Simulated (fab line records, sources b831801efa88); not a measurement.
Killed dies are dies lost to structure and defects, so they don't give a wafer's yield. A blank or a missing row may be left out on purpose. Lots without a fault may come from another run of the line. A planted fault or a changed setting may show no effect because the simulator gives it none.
Which tool did it? | flow sky130 | 14 lots, 42 wafers sampled, at 4 steps of a route of 708

WHAT THE GAUGES READ, wafer by wafer
SKY_METAL2_OVL_MEAS_16. Usual: METAL2_OVL -4 nm, standard deviation 5.6.
lot  | measured     | on         | METAL2_OVL (nm) | flag
L942 | day 35 07:26 | overlay-02 | -4 -1 -2        |
L944 | day 36 01:47 | overlay-01 | 6 5 7           |
L946 | day 36 09:41 | overlay-01 | 2 -7 5          |
L945 | day 36 10:02 | overlay-01 | -7 -7 -14       |
L947 | day 37 02:50 | overlay-02 | -2 -1 -3        |
L949 | day 37 16:26 | overlay-02 | -3 -3 -12       |
L952 | day 38 09:55 | overlay-02 | -4 -4 0         |
L954 | day 39 00:22 | overlay-02 | -9 -9 -9        |
L956 | day 39 17:35 | overlay-02 | - - -           | OFF
L957 | day 40 03:08 | overlay-01 | - - -           | OFF
L959 | day 41 01:34 | overlay-01 | -4 3 2          |
L963 | day 41 11:56 | overlay-02 | -1 -1 -14       |
L964 | day 42 00:17 | overlay-02 | 2 1 5           |
L965 | day 42 05:52 | overlay-02 | -5 -5 2         |

SKY_VIA2_THK_MEAS_01. Usual: VIA2_HDPCVD_THK 1176 nm, standard deviation 9.8.
lot  | measured     | on            | VIA2_HDPCVD_THK (nm) | flag
L942 | day 35 08:25 | film_metro-02 | 1197 1193 1197       |
L944 | day 36 02:46 | film_metro-03 | 1173 1172 1178       |
L946 | day 36 10:42 | film_metro-04 | 1174 1163 1175       |
L945 | day 36 11:01 | film_metro-02 | 1164 1167 1193       |
L947 | day 37 03:47 | film_metro-02 | 1177 1172 1162       |
L949 | day 37 17:23 | film_metro-04 | 1188 1178 1175       |
L952 | day 38 10:53 | film_metro-04 | 1177 1187 1168       |
L954 | day 39 01:24 | film_metro-03 | 1188 1163 1190       |
L959 | day 41 03:20 | film_metro-03 | 1170 1174 1169       |
L963 | day 41 13:26 | film_metro-02 | 1173 1184 1175       |
L964 | day 42 01:17 | film_metro-03 | 1170 1178 1159       |
L965 | day 42 07:20 | film_metro-02 | 1193 1188 1168       |

WHICH TOOL RAN EACH LOT (tool, then ch and the chambers of the sampled wafers, then the start)
lot  | SKY_VIA1_CVD_21               | SKY_METAL2_DEVELOP_14
L942 | cvd_w-02 ch 1, day 34 04:09   | litho_track-01 ch 0, day 35 07:00
L944 | cvd_w-02 ch 0,1, day 34 23:34 | litho_track-04 ch 0, day 36 01:00
L946 | cvd_w-01 ch 0,1, day 35 07:05 | litho_track-01 ch 0, day 36 09:00
L945 | cvd_w-02 ch 0,1, day 35 07:14 | litho_track-01 ch 0, day 36 09:00
L947 | cvd_w-01 ch 0,1, day 36 00:23 | litho_track-01 ch 0, day 37 02:00
L949 | cvd_w-01 ch 0, day 36 13:44   | litho_track-01 ch 0, day 37 16:00
L952 | cvd_w-01 ch 0,1, day 37 07:33 | litho_track-04 ch 0, day 38 09:00
L954 | cvd_w-02 ch 0,1, day 37 22:08 | litho_track-02 ch 0, day 39 00:00
L956 | cvd_w-01 ch 0,1, day 38 16:19 | litho_track-04, day 39 17:00
L957 | cvd_w-01 ch 0,1, day 39 01:19 | litho_track-04, day 40 02:00
L959 | cvd_w-01 ch 0,1, day 39 20:37 | litho_track-02 ch 0, day 41 01:00
L963 | cvd_w-02 ch 0,1, day 40 11:05 | litho_track-04 ch 0, day 41 11:00
L964 | cvd_w-01 ch 0,1, day 40 23:59 | litho_track-01 ch 0, day 42 00:00
L965 | cvd_w-02 ch 0,1, day 41 05:53 | litho_track-02 ch 0, day 42 05:00
- SKY_VIA1_CVD_21: deposits W, target thk 270 nm, time 80.902 s.
- SKY_METAL2_DEVELOP_14: develop time 61.34 s.

WHAT THE TOOLS THEMSELVES READ (means of the sampled wafers that have a number; where no wafer has one, the mark that the record gives instead)
SKY_VIA1_CVD_21. Usual: heater_power_outer_w 558 W, standard deviation 33; heater_power_w 896 W, standard deviation 100.
lot  | tool     | heater_power_outer_w (W) | heater_power_w (W) | flag
L942 | cvd_w-02 | 606                      | 1032               |
L944 | cvd_w-02 | 589                      | 942                |
L946 | cvd_w-01 | 540                      | 861                |
L945 | cvd_w-02 | 593                      | 942                |
L947 | cvd_w-01 | 541                      | 864                |
L949 | cvd_w-01 | 583                      | 973                |
L952 | cvd_w-01 | 561                      | 926                |
L954 | cvd_w-02 | 582                      | 974                |
L956 | cvd_w-01 | 563                      | 925                |
L957 | cvd_w-01 | 565                      | 931                |
L959 | cvd_w-01 | 546                      | 875                |
L963 | cvd_w-02 | 557                      | 908                |
L964 | cvd_w-01 | 550                      | 870                |
L965 | cvd_w-02 | 551                      | 917                |

SKY_METAL2_DEVELOP_14. Usual: chill_plate_temp_C 23.00 C, standard deviation 0.099.
lot  | tool           | chill_plate_temp_C (C) | flag
L942 | litho_track-01 | 23.06                  |
L944 | litho_track-04 | 22.95                  |
L946 | litho_track-01 | 22.93                  |
L945 | litho_track-01 | 22.90                  |
L947 | litho_track-01 | 22.93                  |
L949 | litho_track-01 | 22.99                  |
L952 | litho_track-04 | 23.08                  |
L954 | litho_track-02 | 23.02                  |
L956 | litho_track-04 | -                      | OFF
L957 | litho_track-04 | -                      | OFF
L959 | litho_track-02 | 22.99                  |
L963 | litho_track-04 | 22.96                  |
L964 | litho_track-01 | 23.02                  |
L965 | litho_track-02 | 23.02                  |

THE ANSWER, worked out from the rows above alone
Rule: a lot is off if the mean of its wafers that have a number lies more than 3 standard deviations from the usual mean. A lot without any number at a reading at which 4 lots or more have one is off too. The other lots that the step has rows for count as sound. The gauges are gone through in route order, then the tools' own readings, and for those a lot's mean is taken as printed above. The first step at which some lot is off is used, and at that step the reading that is off furthest; a lot without a number counts as furthest.
Off: L956, L957, at SKY_METAL2_OVL_MEAS_16 (METAL2_OVL). Without a number there: L956, L957.
A tool fits if, at a process step before that reading, it ran every lot that is off, and no sound lot after the first of them. The gauges at SKY_METAL2_OVL_MEAS_16 aren't tried: what is off there is off at SKY_METAL2_DEVELOP_14 too, on other tools, and a gauge's error can't cause that. None of those tried fits.

WHAT THE SIMULATOR HAD PUT IN
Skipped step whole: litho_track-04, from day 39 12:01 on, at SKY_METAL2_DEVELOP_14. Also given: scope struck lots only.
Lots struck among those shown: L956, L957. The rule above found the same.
